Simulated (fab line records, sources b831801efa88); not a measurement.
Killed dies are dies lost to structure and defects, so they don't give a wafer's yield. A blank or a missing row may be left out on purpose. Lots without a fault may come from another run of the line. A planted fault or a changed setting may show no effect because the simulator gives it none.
fab line records | flow gf180mcu
record lots=5 wafers=15 last_day=34
route steps=602 shown HV_LDD@188
lots that met no fault: from a run of the same line without faults
start_h: hours from the record's first day to the start of the lot's first wafer shown | wait_h: hours since the lot's step before | " the same as in the row above | L1.1+2: a row that stands for several wafers | - no value, or no start given | * or withheld: withheld | < > ~ a bound
route shown NAME@n: a module of which the file shows steps, and the number in the route of the first | usual: mean/standard deviation of fault-free wafers | same: alike in all rows | chamber/n: place in a boat | sites: the reading at each site | _std_site: their standard deviation | _edge_site: outer sites' mean less inner sites' | radius_mm: how far each site lies from the wafer's centre | mask NAME#n: copy n | behind: the tool/chamber that last shaped the wafer | hold: why the lot was held/for how many hours/how that ended | device: the transistor (n, p or np) that didn't switch | end of line: the same wafers' tests at the end of the route | a step without rows: its recipe alone | killed: dies lost to structure and defects at the first sort, not the wafer's yield | map: a wafer's dies, x killed, . not, _ none there
set.NAME: the setting as run; set.NAME@STEP: as run at that earlier step | model.NAME: the simulator's own value behind a step, which no gauge read
lots at some steps of the route; a table a step, a row a wafer
services: from which hour (start_h, from the record's first day; less than 0 if before it) a tool's chamber was out of use, for how many hours, and why
## steps
# step GF_HV_LDD_DEHYDRATE_12
# recipe temp_c=200 time_s=60
# columns lot.wafer tool chamber start_h wait_h
L075.2+4+6 litho_track-01 0 231.08 8.5
L080.2+4+5 litho_track-02 0 272.30 9.3
L093.1+2+6 litho_track-04 0 368.04 9.9
L094.1+2+6 litho_track-02 0 375.32 10.2
L097.1+3+6 litho_track-01 0 400.85 10.8
# step GF_HV_LDD_HMDS_13
# recipe prime_time_s=60 prime_temp_c=120
# columns lot.wafer tool chamber start_h wait_h
L075.2+4+6 litho_track-01 0 231.23 0.1
L080.2+4+5 litho_track-02 0 272.45 0.1
L093.1+2+6 litho_track-04 0 368.19 0.1
L094.1+2+6 litho_track-02 0 375.47 0.1
L097.1+3+6 litho_track-01 0 401.00 0.1
# step GF_HV_LDD_COAT_14
# recipe resist=NOVOLAK spin_rpm=3000 resist_thk_nm=1000
# usual dispense_pressure_kPa=50.0/2.6
# columns lot.wafer tool chamber start_h wait_h dispense_pressure_kPa
L075.2 litho_track-01 0 231.38 0.1 50.2
L075.4 " 0 " " 50.2
L075.6 " 0 " " 50.2
L080.2 litho_track-02 0 272.60 0.1 45.2
L080.4 " 0 " " 45.2
L080.5 " 0 " " 45.2
L093.1 litho_track-04 0 368.34 0.1 52.2
L093.2 " 0 " " 52.2
L093.6 " 0 " " 52.2
L094.1 litho_track-02 0 375.62 0.1 45.2
L094.2 " 0 " " 45.2
L094.6 " 0 " " 45.2
L097.1 litho_track-01 0 401.15 0.1 50.3
L097.3 " 0 " " 50.2
L097.6 " 0 " " 50.3
# step GF_HV_LDD_SOFTBAKE_15
# recipe temp_c=90 time_s=60 resist=NOVOLAK
# columns lot.wafer tool chamber start_h wait_h
L075.2+4+6 litho_track-01 0 231.53 0.1
L080.2+4+5 litho_track-02 0 272.75 0.1
L093.1+2+6 litho_track-04 0 368.49 0.1
L094.1+2+6 litho_track-02 0 375.77 0.1
L097.1+3+6 litho_track-01 0 401.30 0.1
# step GF_HV_LDD_EXPOSE_16
# recipe mask_id=Pplus_LV_AREA target_cd_nm=400 na=0.6 source_shape=conventional sigma_outer=0.6 dose_mj=140
# columns lot.wafer tool chamber start_h wait_h mask
L075.2+4+6 iline_stepper-01 0 - - Pplus_LV_AREA#0
L080.2+4+5 iline_stepper-02 0 - - Pplus_LV_AREA#0
L093.1+2+6 iline_stepper-02 0 - - Pplus_LV_AREA#0
L094.1+2+6 iline_stepper-02 0 - - Pplus_LV_AREA#0
L097.1+3+6 iline_stepper-01 0 - - Pplus_LV_AREA#0
# step GF_HV_LDD_PEB_17
# recipe temp_c=withheld time_s=* resist=NOVOLAK
# columns lot.wafer tool chamber start_h wait_h
L075.2+4+6 litho_track-01 0 - -
L080.2+4+5 litho_track-01 0 - -
L093.1+2+6 litho_track-02 0 - -
L094.1+2+6 litho_track-04 0 - -
L097.1+3+6 litho_track-02 0 - -
# step GF_HV_LDD_DEVELOP_18
# recipe develop_time_s=60 dev_temp_c=23
# columns lot.wafer tool chamber start_h wait_h
L075.2+4+6 litho_track-01 0 240.38 0.1
L080.2+4+5 litho_track-01 0 282.33 0.1
L093.1+2+6 litho_track-02 0 379.32 0.1
L094.1+2+6 litho_track-04 0 387.19 0.1
L097.1+3+6 litho_track-02 0 412.77 0.1
# step GF_HV_LDD_CD_MEAS_19
# recipe target_cd_nm=400
# usual cd_nm=399.8/1.7
# columns lot.wafer tool chamber start_h wait_h cd_nm
L075.2 cd_sem-02 - 240.53 0.1 401.6
L075.4 " - " " 402.9
L075.6 " - " " 402.1
L080.2 cd_sem-01 - 282.47 0.1 400.7
L080.4 " - " " 400.2
L080.5 " - " " 399.4
L093.1 cd_sem-01 - 379.47 0.1 402.5
L093.2 " - " " 400.5
L093.6 " - " " 400.7
L094.1 cd_sem-01 - 387.34 0.1 400.1
L094.2 " - " " 400.4
L094.6 " - " " 400.9
L097.1 cd_sem-02 - 412.92 0.1 400.6
L097.3 " - " " 398.5
L097.6 " - " " 402.2
# step GF_HV_LDD_OVL_MEAS_20
# usual HV_LDD_01_OVL=-0.8/1.3
# columns lot.wafer tool chamber start_h wait_h HV_LDD_01_OVL[nm]
L075.2 overlay-02 - 240.63 0.1 -1.6
L075.4 " - " " -0.1
L075.6 " - " " -2.4
L080.2 overlay-01 - 282.58 0.1 0.4
L080.4 " - " " 0.6
L080.5 " - " " -1.2
L093.1 overlay-01 - 379.59 0.1 -0.6
L093.2 " - " " -0.4
L093.6 " - " " 0.1
L094.1 overlay-02 - 387.46 0.1 -0.9
L094.2 " - " " -1.9
L094.6 " - " " -0.4
L097.1 overlay-01 - 413.04 0.1 -1.0
L097.3 " - " " 0.0
L097.6 " - " " -2.4
# step GF_HV_LDD_IMPLANT_21
# recipe species=BF2 energy_kev=24.71 dose_cm2=5e+13 tilt_deg=7
# columns lot.wafer tool chamber start_h wait_h
L075.2+4+6 implanter-03 0 240.69 0.0
L080.2+4+5 implanter-02 0 282.64 0.0
L093.1+2+6 implanter-02 0 379.62 0.0
L094.1+2+6 implanter-01 0 387.50 0.0
L097.1+3+6 implanter-01 0 413.07 0.0
# step GF_HV_LDD_STRIP_22
# recipe chemistry=O2/N2 power_w=1400 pressure_mtorr=1500 platen_temp_c=250 o2_flow_sccm=3000 n2_flow_sccm=300 overash_fraction=0.5
# usual drypump_motor_current_A=5.7/0.49 heater_power_w=305/23 oes_product_au=0.716/0.0042 strip_time_to_endpoint_s=12.63/0.032
# columns lot.wafer tool chamber start_h wait_h drypump_motor_current_A heater_power_w oes_product_au rf_hours_counter_h strip_time_to_endpoint_s
L075.2 plasma_asher-01 0 240.81 0.1 6.6 311 0.710 59 12.62
L075.4 " 1 " " 5.2 338 0.711 - 12.68
L075.6 " 1 " " 5.2 339 0.719 - 12.62
L080.2 plasma_asher-01 0 282.76 0.1 6.6 309 0.722 63 12.61
L080.4 " 1 " " 5.3 335 0.715 - 12.59
L080.5 " 0 " " 6.6 318 0.723 - 12.61
L093.1 plasma_asher-02 0 379.77 0.1 5.7 267 0.718 27 12.64
L093.2 " 1 " " 5.3 311 0.708 27 12.62
L093.6 " 0 " " 5.6 261 0.717 - 12.62
L094.1 plasma_asher-01 1 387.65 0.1 5.2 338 0.715 75 12.58
L094.2 " 0 " " 6.6 308 0.716 75 12.55
L094.6 " 0 " " 6.6 303 0.714 - 12.55
L097.1 plasma_asher-03 1 413.22 0.1 5.5 303 0.711 65 12.65
L097.3 " 1 " " 5.5 310 0.719 - 12.65
L097.6 " 1 " " 5.5 311 0.720 - 12.57
# step GF_HV_LDD_TW_MEAS_23
# usual HV_LDD_2_TW=1056/10
# columns lot.wafer tool chamber start_h wait_h HV_LDD_2_TW
L075.2 film_metro-03 - 240.92 0.1 1047
L075.4 " - " " 1050
L075.6 " - " " 1057
L080.2 film_metro-02 - 282.87 0.1 1047
L080.4 " - " " 1047
L080.5 " - " " 1051
L093.1 film_metro-02 - 379.90 0.1 1056
L093.2 " - " " 1053
L093.6 " - " " 1047
L094.1 film_metro-02 - 387.76 0.1 1047
L094.2 " - " " 1053
L094.6 " - " " 1048
L097.1 film_metro-04 - 413.32 0.1 1075
L097.3 " - " " 1068
L097.6 " - " " 1072
# step GF_HV_LDD_DEHYDRATE_24
# recipe temp_c=200 time_s=60
# columns lot.wafer tool chamber start_h wait_h
L075.2+4+6 litho_track-01 0 249.68 8.7
L080.2+4+5 litho_track-01 0 291.98 9.1
L093.1+2+6 litho_track-04 0 390.24 10.3
L094.1+2+6 litho_track-04 0 398.24 10.5
L097.1+3+6 litho_track-02 0 423.97 10.6
# step GF_HV_LDD_HMDS_25
# recipe prime_time_s=60 prime_temp_c=120
# columns lot.wafer tool chamber start_h wait_h
L075.2+4+6 litho_track-01 0 249.83 0.1
L080.2+4+5 litho_track-01 0 292.13 0.1
L093.1+2+6 litho_track-04 0 390.39 0.1
L094.1+2+6 litho_track-04 0 398.39 0.1
L097.1+3+6 litho_track-02 0 424.12 0.1
# step GF_HV_LDD_COAT_26
# recipe resist=NOVOLAK spin_rpm=3000 resist_thk_nm=1000
# usual dispense_pressure_kPa=49.9/2.9
# columns lot.wafer tool chamber start_h wait_h dispense_pressure_kPa
L075.2 litho_track-01 0 249.98 0.1 50.2
L075.4 " 0 " " 50.2
L075.6 " 0 " " 50.2
L080.2 litho_track-01 0 292.28 0.1 50.2
L080.4 " 0 " " 50.2
L080.5 " 0 " " 50.2
L093.1 litho_track-04 0 390.54 0.1 52.2
L093.2 " 0 " " 52.3
L093.6 " 0 " " 52.2
L094.1 litho_track-04 0 398.54 0.1 52.2
L094.2 " 0 " " 52.3
L094.6 " 0 " " 52.2
L097.1 litho_track-02 0 424.27 0.1 45.2
L097.3 " 0 " " 45.2
L097.6 " 0 " " 45.2
# step GF_HV_LDD_SOFTBAKE_27
# recipe temp_c=90 time_s=60 resist=NOVOLAK
# columns lot.wafer tool chamber start_h wait_h
L075.2+4+6 litho_track-01 0 250.13 0.1
L080.2+4+5 litho_track-01 0 292.43 0.1
L093.1+2+6 litho_track-04 0 390.69 0.1
L094.1+2+6 litho_track-04 0 398.69 0.1
L097.1+3+6 litho_track-02 0 424.42 0.1
# step GF_HV_LDD_EXPOSE_28
# recipe mask_id=Nplus_HV_AREA target_cd_nm=400 na=0.6 source_shape=conventional sigma_outer=0.6 dose_mj=140
# columns lot.wafer tool chamber start_h wait_h mask
L075.2+4+6 iline_stepper-02 0 - - Nplus_HV_AREA#0
L080.2+4+5 iline_stepper-02 0 - - Nplus_HV_AREA#0
L093.1+2+6 iline_stepper-02 0 - - Nplus_HV_AREA#0
L094.1+2+6 iline_stepper-02 0 - - Nplus_HV_AREA#0
L097.1+3+6 iline_stepper-01 0 - - Nplus_HV_AREA#0
# step GF_HV_LDD_PEB_29
# recipe temp_c=withheld time_s=* resist=NOVOLAK
# columns lot.wafer tool chamber start_h wait_h
L075.2+4+6 litho_track-04 0 - -
L080.2+4+5 litho_track-01 0 - -
L093.1+2+6 litho_track-01 0 - -
L094.1+2+6 litho_track-01 0 - -
L097.1+3+6 litho_track-04 0 - -
# step GF_HV_LDD_DEVELOP_30
# recipe develop_time_s=60 dev_temp_c=23
# columns lot.wafer tool chamber start_h wait_h
L075.2+4+6 litho_track-04 0 259.47 0.1
L080.2+4+5 litho_track-01 0 301.93 0.1
L093.1+2+6 litho_track-01 0 401.90 0.1
L094.1+2+6 litho_track-01 0 409.95 0.1
L097.1+3+6 litho_track-04 0 436.69 0.1
# step GF_HV_LDD_CD_MEAS_31
# recipe target_cd_nm=400
# usual cd_nm=400.1/2.4
# columns lot.wafer tool chamber start_h wait_h cd_nm
L075.2 cd_sem-01 - 259.61 0.1 400.2
L075.4 " - " " 400.4
L075.6 " - " " 401.0
L080.2 cd_sem-02 - 302.07 0.1 397.4
L080.4 " - " " 397.7
L080.5 " - " " 398.4
L093.1 cd_sem-01 - 402.05 0.1 399.4
L093.2 " - " " 397.9
L093.6 " - " " 398.3
L094.1 cd_sem-02 - 410.10 0.1 400.8
L094.2 " - " " 400.4
L094.6 " - " " 403.9
L097.1 cd_sem-02 - 436.84 0.1 401.2
L097.3 " - " " 402.6
L097.6 " - " " 403.5
# step GF_HV_LDD_OVL_MEAS_32
# usual HV_LDD_02_OVL=0.7/1.7
# columns lot.wafer tool chamber start_h wait_h HV_LDD_02_OVL[nm]
L075.2 overlay-02 - 259.72 0.1 3.2
L075.4 " - " " 1.5
L075.6 " - " " 2.6
L080.2 overlay-01 - 302.18 0.1 1.4
L080.4 " - " " 2.1
L080.5 " - " " 1.2
L093.1 overlay-02 - 402.17 0.1 0.9
L093.2 " - " " -1.4
L093.6 " - " " -0.6
L094.1 overlay-01 - 410.22 0.1 0.7
L094.2 " - " " -1.0
L094.6 " - " " 0.7
L097.1 overlay-02 - 436.96 0.1 -1.3
L097.3 " - " " 0.4
L097.6 " - " " -0.7
# step GF_HV_LDD_IMPLANT_33
# recipe species=P energy_kev=60 dose_cm2=7.5e+12 tilt_deg=30 rotation_deg=0
# columns lot.wafer tool chamber start_h wait_h
L075.2+4+6 implanter-01 0 259.77 0.0
L080.2+4+5 implanter-03 0 302.23 0.0
L093.1+2+6 implanter-02 0 402.21 0.0
L094.1+2+6 implanter-01 0 410.26 0.0
L097.1+3+6 implanter-01 0 437.00 0.0
# step GF_HV_LDD_IMPLANT_34
# recipe species=P energy_kev=60 dose_cm2=7.5e+12 tilt_deg=30 rotation_deg=90
# columns lot.wafer tool chamber start_h wait_h
L075.2+4+6 implanter-01 0 259.92 0.1
L080.2+4+5 implanter-03 0 302.38 0.1
L093.1+2+6 implanter-02 0 402.36 0.1
L094.1+2+6 implanter-01 0 410.41 0.1
L097.1+3+6 implanter-01 0 437.15 0.1
# step GF_HV_LDD_IMPLANT_35
# recipe species=P energy_kev=60 dose_cm2=7.5e+12 tilt_deg=30 rotation_deg=180
# columns lot.wafer tool chamber start_h wait_h
L075.2+4+6 implanter-01 0 260.07 0.1
L080.2+4+5 implanter-03 0 302.53 0.1
L093.1+2+6 implanter-02 0 402.51 0.1
L094.1+2+6 implanter-01 0 410.56 0.1
L097.1+3+6 implanter-01 0 437.30 0.1
# step GF_HV_LDD_IMPLANT_36
# recipe species=P energy_kev=60 dose_cm2=7.5e+12 tilt_deg=30 rotation_deg=270
# columns lot.wafer tool chamber start_h wait_h
L075.2+4+6 implanter-01 0 260.22 0.1
L080.2+4+5 implanter-03 0 302.68 0.1
L093.1+2+6 implanter-02 0 402.66 0.1
L094.1+2+6 implanter-01 0 410.71 0.1
L097.1+3+6 implanter-01 0 437.45 0.1
# step GF_HV_LDD_STRIP_37
# recipe chemistry=O2/N2 power_w=1400 pressure_mtorr=1500 platen_temp_c=250 o2_flow_sccm=3000 n2_flow_sccm=300 overash_fraction=0.5
# usual drypump_motor_current_A=5.7/0.46 heater_power_w=304/21 oes_product_au=0.716/0.0045 strip_time_to_endpoint_s=12.64/0.032
# columns lot.wafer tool chamber start_h wait_h drypump_motor_current_A heater_power_w oes_product_au rf_hours_counter_h strip_time_to_endpoint_s
L075.2 plasma_asher-02 0 260.35 0.1 5.7 263 0.716 16 12.60
L075.4 " 1 " " 5.4 308 0.716 - 12.63
L075.6 " 0 " " 5.6 268 0.710 - 12.64
L080.2 plasma_asher-03 0 302.81 0.1 5.5 287 0.719 53 12.60
L080.4 " 1 " " 5.5 314 0.709 - 12.61
L080.5 " 1 " " 5.5 309 0.712 - 12.65
L093.1 plasma_asher-01 0 402.81 0.1 6.6 301 0.715 77 12.64
L093.2 " 1 " " 5.3 341 0.720 77 12.67
L093.6 " 1 " " 5.3 333 0.725 - 12.67
L094.1 plasma_asher-03 0 410.86 0.1 5.6 290 0.720 65 12.64
L094.2 " 1 " " 5.6 308 0.724 65 12.62
L094.6 " 1 " " 5.5 304 0.718 - 12.63
L097.1 plasma_asher-02 1 437.60 0.1 5.3 305 0.713 34 12.62
L097.3 " 1 " " 5.3 303 0.709 - 12.63
L097.6 " 0 " " 5.7 264 0.720 - 12.65
# step GF_HV_LDD_TW_MEAS_38
# usual HV_LDD_3_TW=1444/15
# columns lot.wafer tool chamber start_h wait_h HV_LDD_3_TW
L075.2 film_metro-02 - 260.46 0.1 1427
L075.4 " - " " 1428
L075.6 " - " " 1441
L080.2 film_metro-02 - 302.92 0.1 1426
L080.4 " - " " 1427
L080.5 " - " " 1428
L093.1 film_metro-04 - 402.91 0.1 1462
L093.2 " - " " 1459
L093.6 " - " " 1465
L094.1 film_metro-02 - 410.96 0.1 1432
L094.2 " - " " 1433
L094.6 " - " " 1429
L097.1 film_metro-02 - 437.70 0.1 1430
L097.3 " - " " 1428
L097.6 " - " " 1437
# step GF_HV_LDD_DEHYDRATE_39
# recipe temp_c=200 time_s=60
# columns lot.wafer tool chamber start_h wait_h
L075.2+4+6 litho_track-01 0 269.28 8.8
L080.2+4+5 litho_track-02 0 312.44 9.5
L093.1+2+6 litho_track-01 0 413.90 11.0
L094.1+2+6 litho_track-01 0 422.15 11.2
L097.1+3+6 litho_track-01 0 449.35 11.6
# step GF_HV_LDD_HMDS_40
# recipe prime_time_s=60 prime_temp_c=120
# columns lot.wafer tool chamber start_h wait_h
L075.2+4+6 litho_track-01 0 269.43 0.1
L080.2+4+5 litho_track-02 0 312.59 0.1
L093.1+2+6 litho_track-01 0 414.05 0.1
L094.1+2+6 litho_track-01 0 422.30 0.1
L097.1+3+6 litho_track-01 0 449.50 0.1
# step GF_HV_LDD_COAT_41
# recipe resist=NOVOLAK spin_rpm=3000 resist_thk_nm=1000
# usual dispense_pressure_kPa=50.1/2.3
# columns lot.wafer tool chamber start_h wait_h dispense_pressure_kPa
L075.2 litho_track-01 0 269.58 0.1 50.2
L075.4 " 0 " " 50.2
L075.6 " 0 " " 50.2
L080.2 litho_track-02 0 312.74 0.1 45.1
L080.4 " 0 " " 45.1
L080.5 " 0 " " 45.1
L093.1 litho_track-01 0 414.20 0.1 50.3
L093.2 " 0 " " 50.3
L093.6 " 0 " " 50.3
L094.1 litho_track-01 0 422.45 0.1 50.3
L094.2 " 0 " " 50.3
L094.6 " 0 " " 50.2
L097.1 litho_track-01 0 449.65 0.1 50.3
L097.3 " 0 " " 50.3
L097.6 " 0 " " 50.2
# step GF_HV_LDD_SOFTBAKE_42
# recipe temp_c=90 time_s=60 resist=NOVOLAK
# columns lot.wafer tool chamber start_h wait_h
L075.2+4+6 litho_track-01 0 269.73 0.1
L080.2+4+5 litho_track-02 0 312.89 0.1
L093.1+2+6 litho_track-01 0 414.35 0.1
L094.1+2+6 litho_track-01 0 422.60 0.1
L097.1+3+6 litho_track-01 0 449.80 0.1
# step GF_HV_LDD_EXPOSE_43
# recipe mask_id=Pplus_HV_AREA target_cd_nm=400 na=0.6 source_shape=conventional sigma_outer=0.6 dose_mj=140
# columns lot.wafer tool chamber start_h wait_h mask
L075.2+4+6 iline_stepper-02 0 - - Pplus_HV_AREA#0
L080.2+4+5 iline_stepper-01 0 - - Pplus_HV_AREA#0
L093.1+2+6 iline_stepper-02 0 - - Pplus_HV_AREA#0
L094.1+2+6 iline_stepper-01 0 - - Pplus_HV_AREA#0
L097.1+3+6 iline_stepper-01 0 - - Pplus_HV_AREA#0
# step GF_HV_LDD_PEB_44
# recipe temp_c=withheld time_s=* resist=NOVOLAK
# columns lot.wafer tool chamber start_h wait_h
L075.2+4+6 litho_track-04 0 - -
L080.2+4+5 litho_track-01 0 - -
L093.1+2+6 litho_track-01 0 - -
L094.1+2+6 litho_track-02 0 - -
L097.1+3+6 litho_track-01 0 - -
# step GF_HV_LDD_DEVELOP_45
# recipe develop_time_s=62.17 dev_temp_c=23
# columns lot.wafer tool chamber start_h wait_h
L075.2+4+6 litho_track-04 0 279.57 0.1
L080.2+4+5 litho_track-01 0 322.78 0.1
L093.1+2+6 litho_track-01 0 425.20 0.1
L094.1+2+6 litho_track-02 0 434.37 0.1
L097.1+3+6 litho_track-01 0 461.45 0.1
# step GF_HV_LDD_CD_MEAS_46
# recipe target_cd_nm=400
# usual cd_nm=402.9/2.1
# columns lot.wafer tool chamber start_h wait_h cd_nm
L075.2 cd_sem-02 - 279.71 0.1 398.8
L075.4 " - " " 398.4
L075.6 " - " " 398.9
L080.2 cd_sem-01 - 322.92 0.1 403.3
L080.4 " - " " 403.1
L080.5 " - " " 403.5
L093.1 cd_sem-02 - 425.35 0.1 404.2
L093.2 " - " " 406.3
L093.6 " - " " 405.1
L094.1 cd_sem-02 - 434.52 0.1 404.4
L094.2 " - " " 404.7
L094.6 " - " " 404.0
L097.1 cd_sem-01 - 461.60 0.1 403.1
L097.3 " - " " 403.7
L097.6 " - " " 403.5
# step GF_HV_LDD_OVL_MEAS_47
# usual HV_LDD_03_OVL=0.7/1.3
# columns lot.wafer tool chamber start_h wait_h HV_LDD_03_OVL[nm]
L075.2 overlay-01 - 279.82 0.1 0.1
L075.4 " - " " 0.3
L075.6 " - " " 0.6
L080.2 overlay-01 - 323.03 0.1 1.8
L080.4 " - " " 2.2
L080.5 " - " " 0.4
L093.1 overlay-02 - 425.47 0.1 0.9
L093.2 " - " " -0.2
L093.6 " - " " -0.5
L094.1 overlay-01 - 434.64 0.1 -0.6
L094.2 " - " " 0.1
L094.6 " - " " -2.0
L097.1 overlay-01 - 461.72 0.1 -0.8
L097.3 " - " " -0.8
L097.6 " - " " -1.6
# step GF_HV_LDD_IMPLANT_48
# recipe species=B energy_kev=25 dose_cm2=3e+13 tilt_deg=7
# columns lot.wafer tool chamber start_h wait_h
L075.2+4+6 implanter-03 0 279.87 0.0
L080.2+4+5 implanter-01 0 323.08 0.0
L093.1+2+6 implanter-02 0 425.51 0.0
L094.1+2+6 implanter-01 0 434.67 0.0
L097.1+3+6 implanter-02 0 461.76 0.0
# step GF_HV_LDD_STRIP_49
# recipe chemistry=O2/N2 power_w=1400 pressure_mtorr=1500 platen_temp_c=250 o2_flow_sccm=3000 n2_flow_sccm=300 overash_fraction=0.5
# usual drypump_motor_current_A=5.6/0.42 heater_power_w=300/23 oes_product_au=0.716/0.0046 strip_time_to_endpoint_s=12.63/0.038
# columns lot.wafer tool chamber start_h wait_h drypump_motor_current_A heater_power_w oes_product_au rf_hours_counter_h strip_time_to_endpoint_s
L075.2 plasma_asher-02 1 280.00 0.1 5.3 307 0.717 18 12.62
L075.4 " 1 " " 5.3 309 0.717 - 12.65
L075.6 " 1 " " 5.4 316 0.716 - 12.60
L080.2 plasma_asher-03 0 323.21 0.1 5.6 291 0.714 56 12.58
L080.4 " 1 " " 5.5 308 0.720 - 12.56
L080.5 " 1 " " 5.5 312 0.721 - 12.59
L093.1 plasma_asher-03 0 425.66 0.1 5.6 297 0.716 67 12.56
L093.2 " 1 " " 5.5 306 0.716 67 12.55
L093.6 " 0 " " 5.6 287 0.712 - 12.59
L094.1 plasma_asher-02 0 434.82 0.1 5.6 262 0.724 33 12.60
L094.2 " 1 " " 5.4 312 0.712 33 12.60
L094.6 " 1 " " 5.4 320 0.718 - 12.61
L097.1 plasma_asher-01 1 461.91 0.1 5.2 336 0.720 83 12.64
L097.3 " 1 " " 5.2 326 0.710 - 12.67
L097.6 " 1 " " 5.2 336 0.716 - 12.64
# step GF_HV_LDD_TW_MEAS_50
# usual HV_LDD_4_TW=574/6.5
# columns lot.wafer tool chamber start_h wait_h HV_LDD_4_TW
L075.2 film_metro-02 - 280.11 0.1 567
L075.4 " - " " 569
L075.6 " - " " 569
L080.2 film_metro-02 - 323.32 0.1 573
L080.4 " - " " 570
L080.5 " - " " 571
L093.1 film_metro-04 - 425.76 0.1 581
L093.2 " - " " 580
L093.6 " - " " 582
L094.1 film_metro-02 - 434.92 0.1 566
L094.2 " - " " 569
L094.6 " - " " 569
L097.1 film_metro-04 - 462.02 0.1 579
L097.3 " - " " 579
L097.6 " - " " 580
# step GF_HV_LDD_CLEAN_51
# recipe chemistry=SC1/SC2 mix=1:4:20 temp_c=70 time_s=150 dry=n2_spin
# columns lot.wafer tool chamber start_h wait_h
L075.2+4+6 wet_bench-02 0 280.16 0.0
L080.2+4+5 wet_bench-02 0 323.37 0.0
L093.1+2+6 wet_bench-03 2 425.82 0.1
L094.1+2+6 wet_bench-04 0 434.98 0.1
L097.1+3+6 wet_bench-04 3 462.08 0.1
# step GF_HV_LDD_RTA_52
# recipe temp_c=1000 time_s=10 ambient=N2
# usual lamp_power_pct=33.51/0.23 wafer_temp_C_max=1003.7/0.73
# columns lot.wafer tool chamber start_h wait_h lamp_power_pct wafer_temp_C_max
L075.2 rtp_anneal-02 0 280.22 0.0 33.24 1004.0
L075.4 " 0 " " 33.27 1006.0
L075.6 " 0 " " 33.24 1003.0
L080.2 rtp_anneal-01 0 323.44 0.0 33.72 1002.8
L080.4 " 0 " " 33.72 1003.1
L080.5 " 0 " " 33.76 1002.4
L093.1 rtp_anneal-01 0 425.87 0.0 33.71 1003.9
L093.2 " 0 " " 33.72 1003.1
L093.6 " 0 " " 33.70 1003.3
L094.1 rtp_anneal-02 0 435.03 0.0 33.30 1003.8
L094.2 " 0 " " 33.25 1003.9
L094.6 " 0 " " 33.23 1003.1
L097.1 rtp_anneal-02 0 462.14 0.0 33.26 1002.6
L097.3 " 0 " " 33.23 1003.9
L097.6 " 0 " " 33.30 1004.2
# step GF_HV_LDD_RS_MEAS_53
# recipe thk_meas_gauge=four-point-probe
# usual HV_LDD_RS=418.2/0.95
# columns lot.wafer tool chamber start_h wait_h HV_LDD_RS[ohm/sq]
L075.2 film_metro-03 - 280.29 0.1 418.5
L075.4 " - " " 418.8
L075.6 " - " " 418.9
L080.2 film_metro-02 - 323.51 0.1 418.9
L080.4 " - " " 418.0
L080.5 " - " " 418.2
L093.1 film_metro-04 - 426.01 0.1 417.5
L093.2 " - " " 417.6
L093.6 " - " " 418.4
L094.1 film_metro-02 - 435.10 0.1 419.3
L094.2 " - " " 419.4
L094.6 " - " " 418.3
L097.1 film_metro-04 - 462.20 0.1 418.7
L097.3 " - " " 418.0
L097.6 " - " " 419.5
# step GF_HV_LDD_CVD_54
# recipe material=SiO2 target_thk_nm=10 precursor=TEOS temp_c=680 time_s=75 pressure_mtorr=400
# columns lot.wafer tool chamber start_h wait_h
L075.2+4+6 lpcvd-01 1 280.39 0.1
L080.2+4+5 lpcvd-02 0 323.61 0.1
L093.1+2+6 lpcvd-02 0 426.13 0.1
L094.1+2+6 lpcvd-01 1 435.22 0.1
L097.1+3+6 lpcvd-02 0 462.32 0.1
# step GF_HV_LDD_THK_MEAS_55
# recipe reads=SiO2_of_HV_LDD_CVD_54
# usual HV_LDD_CVD_54_THK=10.01/0.16
# columns lot.wafer tool chamber start_h wait_h HV_LDD_CVD_54_THK[nm]
L075.2 film_metro-03 - 281.94 0.0 10.19
L075.4 " - " " 10.30
L075.6 " - " " 10.29
L080.2 film_metro-03 - 324.64 0.0 9.90
L080.4 " - " " 9.82
L080.5 " - " " 9.77
L093.1 film_metro-04 - 427.15 0.0 10.03
L093.2 " - " " 10.20
L093.6 " - " " 10.15
L094.1 film_metro-04 - 436.75 0.0 10.17
L094.2 " - " " 10.08
L094.6 " - " " 10.11
L097.1 film_metro-04 - 463.35 0.0 9.77
L097.3 " - " " 9.86
L097.6 " - " " 10.02
# step GF_HV_LDD_CVD_56
# recipe material=Si3N4 precursor=DCS/NH3 target_thk_nm=90 temp_c=770 time_s=1543 pressure_mtorr=250
# columns lot.wafer tool chamber start_h wait_h
L075.2+4+6 lpcvd-01 1 281.99 0.0
L080.2+4+5 lpcvd-02 0 324.69 0.0
L093.1+2+6 lpcvd-02 0 427.21 0.1
L094.1+2+6 lpcvd-02 1 436.81 0.1
L097.1+3+6 lpcvd-02 0 464.68 1.3
# step GF_HV_LDD_THK_MEAS_57
# recipe reads=Si3N4_of_HV_LDD_CVD_56
# usual HV_LDD_CVD_56_THK=89.8/0.75
# columns lot.wafer tool chamber start_h wait_h HV_LDD_CVD_56_THK[nm]
L075.2 film_metro-04 - 283.42 0.0 89.4
L075.4 " - " " 89.4
L075.6 " - " " 89.8
L080.2 film_metro-03 - 326.13 0.0 89.5
L080.4 " - " " 90.6
L080.5 " - " " 89.7
L093.1 film_metro-04 - 428.63 0.0 88.5
L093.2 " - " " 88.7
L093.6 " - " " 88.5
L094.1 film_metro-02 - 438.24 0.0 89.5
L094.2 " - " " 89.9
L094.6 " - " " 90.1
L097.1 film_metro-02 - 466.11 0.0 89.0
L097.3 " - " " 89.4
L097.6 " - " " 89.5
## services
# columns tool chamber start_h hours kind
implanter-02 - 218.68 2.1 pm
implanter-03 - 225.08 1.0 repair
implanter-02 - 229.62 2.0 repair
iline_stepper-02 - 234.21 1.7 pm
plasma_asher-03 - 283.11 2.0 repair
plasma_asher-01 - 295.55 0.8 repair
implanter-02 - 296.39 5.9 pm
implanter-01 - 296.60 3.9 pm
implanter-01 - 308.17 4.0 repair
plasma_asher-02 - 312.01 14.6 pm
plasma_asher-02 - 326.61 2.8 pm
iline_stepper-01 - 333.68 1.7 pm
implanter-03 - 343.54 2.2 repair
implanter-01 - 348.57 2.9 repair
implanter-02 - 363.01 1.4 repair
implanter-03 - 368.67 3.3 repair
implanter-02 - 376.64 0.7 repair
implanter-03 - 377.28 41.2 pm
implanter-01 - 392.31 1.5 repair
implanter-03 - 435.87 4.2 repair
iline_stepper-01 - 444.50 2.8 repair
implanter-01 - 449.60 2.4 repair
iline_stepper-02 - 452.39 1.7 pm
implanter-03 - 462.18 2.7 pm
## key
fault none
